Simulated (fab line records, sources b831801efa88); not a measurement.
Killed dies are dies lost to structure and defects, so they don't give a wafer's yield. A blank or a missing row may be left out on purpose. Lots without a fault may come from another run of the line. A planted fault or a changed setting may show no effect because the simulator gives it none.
Chamber matching | flow sky130 | SKY_VIA2_CMP_02 on cmp-02: 4 sister chambers
The step polishes SiO2. 18 wafers are shown with their chamber, then 9 later ones without.

WAFERS WITH THEIR CHAMBER
wafer  | chamber | motor_current_A (A) | slurry_flow_ml_min | slurry_filter_dp_kPa (kPa)
L216.1 | 0       | 12.5                | 150.4              | 13.43
L216.3 | 1       | 11.4                | 150.2              | 13.72
L216.4 | 2       | 10.2                | 149.1              | 13.53
L217.1 | 1       | 11.5                | 150.8              | 13.48
L217.2 | 3       | 11.5                | 150.6              | 13.53
L217.5 | 2       | 10.7                | 150.3              | 13.44
L220.1 | 0       | 12.5                | 149.9              | 13.56
L220.2 | 1       | 11.1                | 150.1              | 13.50
L220.5 | 1       | 11.1                | 150.3              | 13.16
L223.1 | 1       | 10.7                | 149.9              | 13.59
L223.2 | 3       | 11.6                | 150.2              | 13.34
L223.5 | 3       | 11.1                | 149.5              | 13.62
L230.1 | 0       | 11.8                | 150.4              | 13.50
L230.2 | 1       | 11.0                | 149.8              | 13.55
L230.4 | 2       | 10.9                | 150.0              | 13.50
L233.2 | 3       | 11.7                | 149.9              | 13.44
L233.4 | 2       | 10.7                | 150.1              | 13.42
L233.5 | 0       | 12.1                | 149.3              | 13.57

SIGNATURES (means of the wafers above)
reading              | chamber 0 | chamber 1 | chamber 2 | chamber 3 | scatter within a chamber
motor_current_A      | 12.225    | 11.133    | 10.625    | 11.475    | 0.297
slurry_flow_ml_min   | 150.000   | 150.183   | 149.875   | 150.050   | 0.459
slurry_filter_dp_kPa | 13.5150   | 13.5000   | 13.4725   | 13.4825   | 0.131
Rule: a wafer's distance from a chamber is the root of the sum, over the readings, of the square of ((its reading less the chamber's mean) divided by the reading's scatter). The wafer belongs to the nearest chamber; if the next one is less than 2 further off, it can't be placed. The scatter: the root of (the sum of the squares of (reading less its chamber's mean) over the shown wafers, divided by (wafers less chambers)).

WAFERS WITHOUT THEIR CHAMBER
wafer  | motor_current_A (A) | slurry_flow_ml_min | slurry_filter_dp_kPa (kPa)
L236.1 | 10.5                | 149.9              | 13.49
L236.3 | 11.0                | 150.4              | 13.61
L236.5 | 11.5                | 149.8              | 13.52
L237.1 | 10.5                | 149.8              | 13.54
L237.3 | 10.9                | 150.7              | 13.33
L237.5 | 10.3                | 149.5              | 13.73
L238.1 | 10.3                | 150.6              | 13.58
L238.3 | 11.2                | 149.8              | 13.71
L238.4 | 11.3                | 150.1              | 13.62

WHICH CHAMBER EACH WENT THROUGH
wafer  | from the rows above               | in truth
L236.1 | can't be placed: 2 or 1           | 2
L236.3 | can't be placed: 1 or 2 or 3      | 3
L236.5 | can't be placed: 3 or 1 or 0      | 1
L237.1 | can't be placed: 2 or 1           | 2
L237.3 | can't be placed: 1 or 2 or 3      | 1
L237.5 | can't be placed: 2 or 1           | 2
L238.1 | can't be placed: 2 or 1           | 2
L238.3 | can't be placed: 1 or 3 or 2 or 0 | 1
L238.4 | can't be placed: 1 or 3 or 2      | 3
Placed correctly: 0 of 9. Can't be placed from these rows: 9 (the true chamber is among the candidates in 9). Placed wrongly: 0.
